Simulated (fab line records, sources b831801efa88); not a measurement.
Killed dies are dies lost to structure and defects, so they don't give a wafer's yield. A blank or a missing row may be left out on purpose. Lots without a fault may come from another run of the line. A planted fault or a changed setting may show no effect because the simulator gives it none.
Which tool did it? | flow gf180mcu | 12 lots, 36 wafers sampled, at 6 steps of a route of 602

WHAT THE GAUGES READ, wafer by wafer
GF_SAB_OVL_MEAS_10.
lot  | measured     | on         | SAB_OVL (nm)
L833 | day 15 06:17 | overlay-02 | 0.6 -0.2 -0.6
L834 | day 15 12:39 | overlay-02 | -2.8 -1.9 -3.4
L835 | day 15 23:57 | overlay-02 | -0.6 -0.4 -0.2
L837 | day 16 16:02 | overlay-01 | -2.4 -0.9 -1.8
L842 | day 18 10:17 | overlay-01 | -0.7 -2.2 -2.0
L845 | day 19 07:39 | overlay-02 | 0.5 -2.2 -0.8
L846 | day 19 17:28 | overlay-01 | -1.4 -1.3 0.5
L847 | day 19 23:19 | overlay-01 | -1.7 -1.1 -0.6
L850 | day 21 04:00 | overlay-02 | 0.3 -0.9 -2.9
L851 | day 21 15:01 | overlay-01 | -2.1 0.0 -2.1
L853 | day 22 13:34 | overlay-02 | 0.7 0.7 1.7
L855 | day 23 00:45 | overlay-01 | -0.8 -1.1 -3.0

GF_CONTACT_RS_MEAS_25: measures by four-point-probe.
lot  | measured     | on            | CONTACT_W_RS (ohm/sq)
L833 | day 16 06:40 | film_metro-04 | 0.383 0.380 0.378
L834 | day 16 13:30 | film_metro-04 | 0.382 0.386 0.383
L835 | day 17 00:56 | film_metro-04 | 0.373 0.380 0.371
L837 | day 17 17:20 | film_metro-04 | 0.377 0.383 0.382
L842 | day 19 13:16 | film_metro-01 | 0.436 0.382 0.443
L845 | day 20 09:56 | film_metro-01 | 0.447 0.381 0.438
L846 | day 20 19:53 | film_metro-04 | 0.441 0.442 0.439
L847 | day 21 01:34 | film_metro-03 | 0.384 0.441 0.380
L850 | day 22 05:29 | film_metro-03 | 0.385 0.383 0.379
L851 | day 22 16:28 | film_metro-03 | 0.390 0.387 0.382
L853 | day 23 14:16 | film_metro-03 | 0.384 0.384 0.384
L855 | day 24 00:49 | film_metro-01 | 0.378 0.384 0.380

GF_CONTACT_THK_MEAS_26: measures by xrf.
lot  | measured     | on            | CONTACT_W_THK (nm)
L833 | day 16 06:47 | film_metro-04 | 308 311 312
L834 | day 16 13:37 | film_metro-04 | 307 305 308
L835 | day 17 01:02 | film_metro-04 | 315 310 314
L837 | day 17 17:26 | film_metro-04 | 311 307 307
L842 | day 19 13:23 | film_metro-01 | 272 305 270
L845 | day 20 10:03 | film_metro-01 | 268 310 272
L846 | day 20 20:00 | film_metro-04 | 272 273 273
L847 | day 21 01:40 | film_metro-03 | 302 268 304
L850 | day 22 05:37 | film_metro-03 | 304 305 308
L851 | day 22 16:33 | film_metro-03 | 298 303 306
L853 | day 23 14:23 | film_metro-03 | 304 304 304
L855 | day 24 00:56 | film_metro-01 | 308 303 305

GF_M1_CD_MEAS_14: target cd 230 nm.
lot  | measured     | on        | cd_nm (nm)
L833 | day 17 05:53 | cd_sem-02 | 228.8 228.1 227.3
L834 | day 17 13:40 | cd_sem-02 | 231.7 230.5 230.4
L835 | day 18 01:01 | cd_sem-01 | 229.6 230.3 231.1
L837 | day 18 17:54 | cd_sem-02 | 230.4 230.3 231.5
L842 | day 20 14:16 | cd_sem-02 | 231.3 229.8 230.9
L845 | day 21 10:33 | cd_sem-01 | 230.5 230.2 229.8
L846 | day 21 19:56 | cd_sem-02 | 229.3 228.3 229.3
L847 | day 22 01:11 | cd_sem-02 | 229.3 229.2 229.6
L850 | day 23 05:01 | cd_sem-01 | 230.9 231.0 231.1
L851 | day 23 15:11 | cd_sem-02 | 229.9 229.1 229.7
L853 | day 24 13:31 | cd_sem-02 | 228.2 228.5 229.7
L855 | day 24 23:40 | cd_sem-02 | 230.3 230.4 230.2

WHICH TOOL RAN EACH LOT (tool, then ch and the chambers of the sampled wafers, then the start)
lot  | GF_PSD_STRIP_10                      | GF_CONTACT_CVD_24
L833 | plasma_asher-02 ch 0, day 14 08:41   | cvd_w-01 ch 0,1, day 16 06:34
L834 | plasma_asher-03 ch 0,1, day 14 14:35 | cvd_w-02 ch 0,1, day 16 13:23
L835 | plasma_asher-03 ch 0,1, day 15 01:35 | cvd_w-01 ch 0,1, day 17 00:49
L837 | plasma_asher-02 ch 0, day 15 17:59   | cvd_w-01 ch 0,1, day 17 17:13
L842 | plasma_asher-03 ch 0,1, day 17 10:59 | cvd_w-01 ch 0,1, day 19 13:10
L845 | plasma_asher-03 ch 0,1, day 18 07:08 | cvd_w-01 ch 0,1, day 20 09:49
L846 | plasma_asher-02 ch 0,1, day 18 17:14 | cvd_w-01 ch 0, day 20 19:47
L847 | plasma_asher-03 ch 0,1, day 18 23:29 | cvd_w-01 ch 0,1, day 21 01:26
L850 | plasma_asher-01 ch 0,1, day 20 04:11 | cvd_w-02 ch 0,1, day 22 05:23
L851 | plasma_asher-02 ch 0,1, day 20 15:01 | cvd_w-02 ch 0,1, day 22 16:20
L853 | plasma_asher-03 ch 0,1, day 21 14:23 | cvd_w-02 ch 0,1, day 23 14:10
L855 | plasma_asher-02 ch 0,1, day 22 01:47 | cvd_w-02 ch 0,1, day 24 00:43
- GF_PSD_STRIP_10: strips in O2/N2.
- GF_CONTACT_CVD_24: deposits W, target thk 300 nm, time 90.339 s.

WHAT THE TOOLS THEMSELVES READ (means of the sampled wafers that have a number; where no wafer has one, the mark that the record gives instead)
GF_PSD_STRIP_10.
lot  | tool            | drypump_motor_current_A (A) | heater_power_w (W) | oes_product_au (a.u.) | platen_temp_c (C) | strip_time_to_endpoint_s (s)
L833 | plasma_asher-02 | 5.9                         | 472                | 0.590                 | 250.12            | 16.61
L834 | plasma_asher-03 | 5.9                         | 331                | 0.595                 | 249.89            | 16.51
L835 | plasma_asher-03 | 6.0                         | 330                | 0.588                 | 249.93            | 16.49
L837 | plasma_asher-02 | 6.0                         | 484                | 0.587                 | 249.99            | 16.48
L842 | plasma_asher-03 | 6.0                         | 339                | 0.588                 | 249.91            | 16.49
L845 | plasma_asher-03 | 6.1                         | 342                | 0.589                 | 249.92            | 16.59
L846 | plasma_asher-02 | 5.3                         | 388                | 0.588                 | 249.82            | 16.53
L847 | plasma_asher-03 | 5.9                         | 330                | 0.596                 | 250.15            | 16.52
L850 | plasma_asher-01 | 5.4                         | 335                | 0.595                 | 250.11            | 16.52
L851 | plasma_asher-02 | 5.3                         | 394                | 0.591                 | 250.03            | 16.56
L853 | plasma_asher-03 | 6.0                         | 327                | 0.592                 | 249.87            | 16.58
L855 | plasma_asher-02 | 5.6                         | 432                | 0.594                 | 249.52            | 16.55

GF_CONTACT_CVD_24.
lot  | tool     | heater_power_w (W)
L833 | cvd_w-01 | 804
L834 | cvd_w-02 | 800
L835 | cvd_w-01 | 875
L837 | cvd_w-01 | 811
L842 | cvd_w-01 | 883
L845 | cvd_w-01 | 882
L846 | cvd_w-01 | 945
L847 | cvd_w-01 | 818
L850 | cvd_w-02 | 793
L851 | cvd_w-02 | 752
L853 | cvd_w-02 | 795
L855 | cvd_w-02 | 795

THE ANSWER, worked out from the rows above alone
Rule: what is usual is taken from the lots themselves. Put in order of their means at a reading, lots are off if they are a third of the lots or fewer, leave a main group of 4 or more, and stand apart from it by a gap of 3 or more times the standard deviation of the main group's means; of several such gaps the widest counts. A main group whose means are all the same, to the digits that the tables above print for the reading, isn't used. A lot without any number at a reading at which 4 lots or more have one is off too. The other lots that the step has rows for count as sound. The gauges are gone through in route order, then the tools' own readings, and for those a lot's mean is taken as printed above. The first step at which some lot is off is used, and at that step the reading that is off furthest; a lot without a number counts as furthest.
Off: L842, L845, L846, L847, at GF_CONTACT_RS_MEAS_25 (CONTACT_W_RS). The main group: mean 0.382 ohm/sq, standard deviation 0.0032.
A tool fits if, at a process step before that reading, it ran every lot that is off, and no sound lot after the first of them. The gauges at GF_CONTACT_RS_MEAS_25 are tried like those tools. One fits: cvd_w-01 at GF_CONTACT_CVD_24. Its last sound lot is L837 (day 17 17:13), its first lot that is off L842 (day 19 13:10): a fault that began between those two fits.

WHAT THE SIMULATOR HAD PUT IN
Site profile drift: cvd_w-01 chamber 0, from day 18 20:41 on, at GF_CONTACT_CVD_24. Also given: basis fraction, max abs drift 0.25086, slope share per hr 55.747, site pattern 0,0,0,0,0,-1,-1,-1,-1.
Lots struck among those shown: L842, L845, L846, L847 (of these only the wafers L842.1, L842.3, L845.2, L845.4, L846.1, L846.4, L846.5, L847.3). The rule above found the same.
